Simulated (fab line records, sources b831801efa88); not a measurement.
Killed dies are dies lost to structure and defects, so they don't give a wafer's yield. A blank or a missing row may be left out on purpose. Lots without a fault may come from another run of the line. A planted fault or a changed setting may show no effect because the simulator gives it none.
fab line records | flow sfq_line
record lots=6 wafers=18 last_day=88
route steps=325 shown I5@235 C5@240
lots that met no fault: from a run of the same line without faults
start_h: hours from the record's first day to the start of the lot's first wafer shown | wait_h: hours since the lot's step before | " the same as in the row above | L1.1+2: a row that stands for several wafers | - no value, or no start given | * or withheld: withheld | < > ~ a bound
route shown NAME@n: a module of which the file shows steps, and the number in the route of the first | usual: mean/standard deviation of fault-free wafers | same: alike in all rows | chamber/n: place in a boat | sites: the reading at each site | _std_site: their standard deviation | _edge_site: outer sites' mean less inner sites' | radius_mm: how far each site lies from the wafer's centre | mask NAME#n: copy n | behind: the tool/chamber that last shaped the wafer | hold: why the lot was held/for how many hours/how that ended | device: the transistor (n, p or np) that didn't switch | end of line: the same wafers' tests at the end of the route | a step without rows: its recipe alone | killed: dies lost to structure and defects at the first sort, not the wafer's yield | map: a wafer's dies, x killed, . not, _ none there
set.NAME: the setting as run; set.NAME@STEP: as run at that earlier step | model.NAME: the simulator's own value behind a step, which no gauge read
lots at some steps of the route; a table a step, a row a wafer
services: from which hour (start_h, from the record's first day; less than 0 if before it) a tool's chamber was out of use, for how many hours, and why
## steps
# step SFQ_I5_OVL_MEAS_936
# usual I5_OVL=1/4
# columns lot.wafer tool chamber start_h wait_h I5_OVL[nm]
L676.4 overlay-01 - 1566.74 0.1 -6
L676.5 " - " " -2
L676.6 " - " " -5
L678.2 overlay-01 - 1692.17 0.1 -2
L678.4 " - " " -3
L678.6 " - " " 0
L681.1 overlay-02 - 1695.77 0.1 -1
L681.2 " - " " 0
L681.5 " - " " 3
L684.1 overlay-02 - 1702.97 0.1 -2
L684.2 " - " " 3
L684.3 " - " " 0
L690.1 overlay-01 - 1752.66 0.1 4
L690.4 " - " " 3
L690.5 " - " " 7
L695.3 overlay-02 - 1902.68 0.1 0
L695.4 " - " " 1
L695.6 " - " " 6
# step SFQ_TRILAYER_I5_BARC_OPEN_VIA_ETCH_200
# recipe mask_material=PR chemistry=O2 target_depth_nm=125 target=BARC source_w=500 bias_w=80 pressure_mtorr=30 time_s=41.7
# usual drypump_motor_current_A=5.8/0.62 oes_product_au=0.686/0.0047 run_length_s=70.0/0.34
# columns lot.wafer tool chamber start_h wait_h drypump_motor_current_A oes_product_au rf_hours_counter_h run_length_s
L676.4 rie_diel-03 0 1566.76 0.0 6.3 0.684 20 69.5
L676.5 " 2 " " 5.3 0.690 - 70.1
L676.6 " 1 " " 6.6 0.682 - 70.1
L678.2 rie_diel-01 1 1692.20 0.0 4.8 0.682 9 70.3
L678.4 " 3 " " 6.7 0.681 17 69.7
L678.6 " 1 " " 4.8 0.679 - 70.5
L681.1 rie_diel-02 1 1695.80 0.0 5.2 0.689 16 69.6
L681.2 " 0 " " 5.9 0.686 8 70.2
L681.5 " 0 " " 5.9 0.688 - 70.2
L684.1 rie_diel-03 3 1703.00 0.0 5.9 0.690 13 70.3
L684.2 " 0 " " 6.3 0.682 1 69.5
L684.3 " 1 " " 6.5 0.690 10 70.1
L690.1 rie_diel-02 3 1752.70 0.0 5.7 0.687 10 69.7
L690.4 " 3 " " 5.7 0.687 - 69.8
L690.5 " 0 " " 5.8 0.686 - 70.2
L695.3 rie_diel-01 2 1902.71 0.0 6.7 0.691 15 69.6
L695.4 " 0 " " 5.3 0.686 5 70.2
L695.6 " 3 " " 6.7 0.687 - 69.6
# step SFQ_TRILAYER_I5_ETCH_VIA_ETCH_147
# recipe stop_on=Nb mask_material=PR chemistry=CHF3 target_depth_nm=360 source_w=500 bias_w=80 pressure_mtorr=30 time_s=withheld
# usual drypump_motor_current_A=5.8/0.62 oes_product_au=0.989/0.0069
# columns lot.wafer tool chamber start_h wait_h drypump_motor_current_A oes_product_au
L676.4 rie_diel-03 0 1566.80 0.0 6.3 0.984
L676.5 " 2 " " 5.3 0.984
L676.6 " 1 " " 6.6 0.979
L678.2 rie_diel-01 1 1692.24 0.0 4.7 0.997
L678.4 " 3 " " 6.8 1.000
L678.6 " 1 " " 4.8 0.996
L681.1 rie_diel-02 1 1695.84 0.0 5.2 0.990
L681.2 " 0 " " 5.8 0.975
L681.5 " 0 " " 5.9 0.982
L684.1 rie_diel-03 3 1703.04 0.0 5.9 0.986
L684.2 " 0 " " 6.3 0.993
L684.3 " 1 " " 6.6 0.982
L690.1 rie_diel-02 3 1752.73 0.0 5.7 0.995
L690.4 " 3 " " 5.7 1.001
L690.5 " 0 " " 5.9 0.973
L695.3 rie_diel-01 2 1902.75 0.0 6.8 0.999
L695.4 " 0 " " 5.3 0.989
L695.6 " 3 " " 6.8 0.991
# step SFQ_TRILAYER_I5_STRIP_STRIP_148
# recipe gas=O2 power_w=200 platen_temp_c=40 overash_fraction=0.65 chemistry=O2 pressure_mtorr=50
# usual drypump_motor_current_A=5.7/0.34 oes_product_au=1.000/0.0071
# columns lot.wafer tool chamber start_h wait_h drypump_motor_current_A oes_product_au rf_hours_counter_h
L676.4 rie_metal-01 1 1567.15 - 5.6 0.990 -
L676.5 " 0 " " 5.6 0.989 -
L676.6 " 1 " " 5.6 1.003 -
L678.2 rie_metal-01 1 1692.39 - 5.6 1.011 115
L678.4 " 1 " " 5.6 1.016 -
L678.6 " 0 " " 5.6 0.999 -
L681.1 rie_metal-03 0 1695.99 - 6.5 0.996 23
L681.2 " 1 " " 6.0 1.004 90
L681.5 " 1 " " 6.0 1.010 -
L684.1 rie_metal-03 0 1703.19 - 6.5 0.991 24
L684.2 " 1 " " 6.0 0.999 90
L684.3 " 0 " " 6.5 1.002 -
L690.1 rie_metal-02 1 1752.88 - 5.4 0.996 57
L690.4 " 0 " " 5.7 1.001 -
L690.5 " 0 " " 5.7 1.003 -
L695.3 rie_metal-02 0 1903.10 - 5.7 0.991 -
L695.4 " 1 " " 5.4 1.004 -
L695.6 " 1 " " 5.4 1.006 -
# step SFQ_TRILAYER_I5_STRIP_SOLV_CLEAN_149
# recipe chemistry=NMP temp_c=70 time_s=600
# step SFQ_TRILAYER_C5_LITHO_COAT_156
# recipe resist=BARC spin_rpm=3000 resist_thk_nm=62
# step SFQ_TRILAYER_C5_LITHO_COAT_151
# recipe resist=KrF spin_rpm=3000 resist_thk_nm=650
# step SFQ_TRILAYER_C5_LITHO_SOFTBAKE_155
# recipe temp_c=withheld time_s=withheld resist=KrF
# step SFQ_TRILAYER_C5_LITHO_EXPOSE_152
# recipe mask_id=C5 na=0.6 source_shape=conventional sigma_outer=0.65 target_cd_nm=500 dose_mj=21.3
# step SFQ_TRILAYER_C5_LITHO_PEB_154
# recipe peb_temp_c=115 peb_time_s=60 resist=KrF
# step SFQ_TRILAYER_C5_LITHO_DEVELOP_153
# recipe time_s=60 resist=KrF
# step SFQ_C5_OVL_MEAS_937
# usual C5_OVL=0/5
# columns lot.wafer tool chamber start_h wait_h C5_OVL[nm]
L676.4 overlay-01 - 1685.74 0.1 1
L676.5 " - " " 2
L676.6 " - " " 1
L678.2 overlay-01 - 1695.42 0.1 -1
L678.4 " - " " -3
L678.6 " - " " -2
L681.1 overlay-02 - 1699.79 0.1 -3
L681.2 " - " " 11
L681.5 " - " " -1
L684.1 overlay-02 - 1706.22 0.1 -4
L684.2 " - " " 1
L684.3 " - " " 2
L690.1 overlay-02 - 1859.74 0.1 -2
L690.4 " - " " 0
L690.5 " - " " 5
L695.3 overlay-01 - 1939.18 0.1 -6
L695.4 " - " " -5
L695.6 " - " " -3
# step SFQ_TRILAYER_C5_BARC_OPEN_VIA_ETCH_210
# recipe mask_material=PR chemistry=O2 target_depth_nm=125 target=BARC source_w=500 bias_w=80 pressure_mtorr=30 time_s=41.7
# usual drypump_motor_current_A=5.7/0.64 oes_product_au=0.685/0.0048 run_length_s=70.1/0.39
# columns lot.wafer tool chamber start_h wait_h drypump_motor_current_A oes_product_au rf_hours_counter_h run_length_s model.KrF_of_TRILAYER_C5_LITHO_COAT_151.thk_nm
L676.4 rie_diel-04 1 1685.75 0.0 5.3 0.699 18 70.2 575.6
L676.5 " 0 " " 5.4 0.680 - 69.4 576.7
L676.6 " 3 " " 6.6 0.687 - 71.0 576.1
L678.2 rie_diel-04 0 1695.45 0.0 5.3 0.683 18 69.7 578.1
L678.4 " 2 " " 5.5 0.681 13 69.9 578
L678.6 " 2 " " 5.5 0.688 - 70.4 577.3
L681.1 rie_diel-04 0 1699.83 0.0 5.4 0.685 18 69.6 574.5
L681.2 " 3 " " 6.6 0.621 1 80.9 563.1
L681.5 " 1 " " 5.3 0.616 - 80.6 563.9
L684.1 rie_diel-04 1 1706.25 0.0 5.3 0.681 18 69.7 574.6
L684.2 " 2 " " 5.5 0.623 13 80.9 564.4
L684.3 " 0 " " 5.4 0.682 18 70.0 573.3
L690.1 rie_diel-01 3 1859.78 0.0 6.8 0.686 1 69.9 576.6
L690.4 " 0 " " 5.3 0.690 4 70.6 577.9
L690.5 " 2 " " 6.8 0.688 - 69.9 575.5
L695.3 rie_diel-04 0 1939.20 0.0 5.4 0.694 1 69.7 575.2
L695.4 " 1 " " 5.3 0.692 0 69.6 574.8
L695.6 " 1 " " 5.3 0.672 - 70.2 576
# step SFQ_TRILAYER_C5_ETCH_VIA_ETCH_154
# recipe target=SiO2 mask_material=PR chemistry=CHF3 target_depth_nm=84 source_w=500 bias_w=80 pressure_mtorr=30 time_s=withheld stop_on=Nb
# usual drypump_motor_current_A=5.7/0.64 oes_product_au=0.896/0.0098
# columns lot.wafer tool chamber start_h wait_h drypump_motor_current_A oes_product_au model.KrF_of_TRILAYER_C5_LITHO_COAT_151.thk_nm
L676.4 rie_diel-04 1 1685.79 0.0 5.3 0.910 561
L676.5 " 0 " " 5.3 0.911 562.2
L676.6 " 3 " " 6.6 0.907 561.8
L678.2 rie_diel-04 0 1695.49 0.0 5.3 0.898 563.7
L678.4 " 2 " " 5.5 0.916 563.4
L678.6 " 2 " " 5.5 0.906 562.6
L681.1 rie_diel-04 0 1699.87 0.0 5.3 0.885 560
L681.2 " 3 " " 6.6 0.899 548.6
L681.5 " 1 " " 5.3 0.900 549.2
L684.1 rie_diel-04 1 1706.29 0.0 5.3 0.912 560.1
L684.2 " 2 " " 5.5 0.894 549.8
L684.3 " 0 " " 5.4 0.898 558.8
L690.1 rie_diel-01 3 1859.82 0.0 6.8 0.881 562
L690.4 " 0 " " 5.3 0.893 563.6
L690.5 " 2 " " 6.7 0.896 560.7
L695.3 rie_diel-04 0 1939.24 0.0 5.4 0.885 560.9
L695.4 " 1 " " 5.3 0.893 560.5
L695.6 " 1 " " 5.3 0.891 561.5
# step SFQ_TRILAYER_C5_STRIP_STRIP_155
# recipe gas=O2 power_w=200 platen_temp_c=40 overash_fraction=0.65 chemistry=O2 pressure_mtorr=50
# usual drypump_motor_current_A=5.9/0.31 oes_product_au=0.999/0.0085
# columns lot.wafer tool chamber start_h wait_h drypump_motor_current_A oes_product_au rf_hours_counter_h
L676.4 rie_metal-04 0 1686.04 - 5.8 0.987 -
L676.5 " 0 " " 5.8 0.992 -
L676.6 " 1 " " 5.9 0.994 -
L678.2 rie_metal-01 1 1695.54 - 5.6 0.992 116
L678.4 " 1 " " 5.6 1.001 -
L678.6 " 0 " " 5.6 0.989 -
L681.1 rie_metal-04 0 1699.92 - 5.8 0.992 124
L681.2 " 1 " " 5.9 0.989 110
L681.5 " 1 " " 5.9 0.995 -
L684.1 rie_metal-03 0 1706.34 - 6.4 0.997 24
L684.2 " 1 " " 6.0 1.014 91
L684.3 " 0 " " 6.4 0.995 -
L690.1 rie_metal-01 0 1859.87 - 5.6 0.995 53
L690.4 " 0 " " 5.6 0.985 -
L690.5 " 1 " " 5.6 1.000 -
L695.3 rie_metal-04 0 1939.49 - 5.8 1.003 -
L695.4 " 1 " " 5.9 1.009 -
L695.6 " 1 " " 5.9 1.019 -
## services
# columns tool chamber start_h hours kind
rie_diel-01 2 1565.34 6.6 repair
rie_diel-04 2 1583.18 6.8 repair
rie_diel-01 - 1590.82 2.3 repair
rie_diel-03 0 1593.63 6.4 repair
rie_diel-02 2 1601.43 1.7 repair
rie_diel-02 3 1604.14 4.0 repair
rie_metal-01 - 1608.60 0.2 repair
rie_diel-01 1 1620.43 6.9 repair
rie_diel-03 - 1654.97 2.8 pm
rie_diel-04 0 1716.97 6.8 repair
rie_diel-02 3 1724.95 9.0 repair
rie_diel-04 3 1727.62 22.0 repair
rie_diel-01 3 1733.54 7.7 repair
rie_diel-02 2 1749.13 8.9 repair
rie_diel-01 2 1759.63 7.6 repair
rie_diel-04 - 1776.47 2.8 pm
rie_diel-01 - 1793.11 2.8 pm
rie_diel-01 3 1797.68 2.1 repair
rie_diel-04 1 1798.58 10.6 repair
rie_diel-01 1 1800.83 5.4 repair
rie_diel-04 1 1821.77 6.1 repair
rie_diel-04 0 1869.73 4.6 repair
rie_diel-01 3 1870.06 10.9 repair
rie_diel-01 1 1888.55 1.8 repair
## key
first_sign step=SFQ_TRILAYER_C5_BARC_OPEN_VIA_ETCH_210 reading=run_length_s direction=up sigmas=28 usual=* struck=*
effect step=SFQ_TRILAYER_C5_BARC_OPEN_VIA_ETCH_210 reading=oes_product_au direction=down sigmas=14 usual=0.685 struck=0.620
model_effect step=SFQ_TRILAYER_C5_BARC_OPEN_VIA_ETCH_210 value=KrF_of_TRILAYER_C5_LITHO_COAT_151.thk_nm without=575.9 struck=563.8
model_effect step=SFQ_TRILAYER_C5_ETCH_VIA_ETCH_154 value=KrF_of_TRILAYER_C5_LITHO_COAT_151.thk_nm without=561.4 struck=549.2
met_at SFQ_TRILAYER_C5_BARC_OPEN_VIA_ETCH_210
struck_wafers L681.2,L681.5,L684.2
onset_between 1695.45 1699.83
fault kind=process_parameter_drift tool=rie_diel-04 chamber=- onset_h=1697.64 steps=SFQ_TRILAYER_C5_BARC_OPEN_VIA_ETCH_210 channel=time_s offset=* shape=step end_h=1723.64 scope=struck_wafers_only acts_in=* stated=*
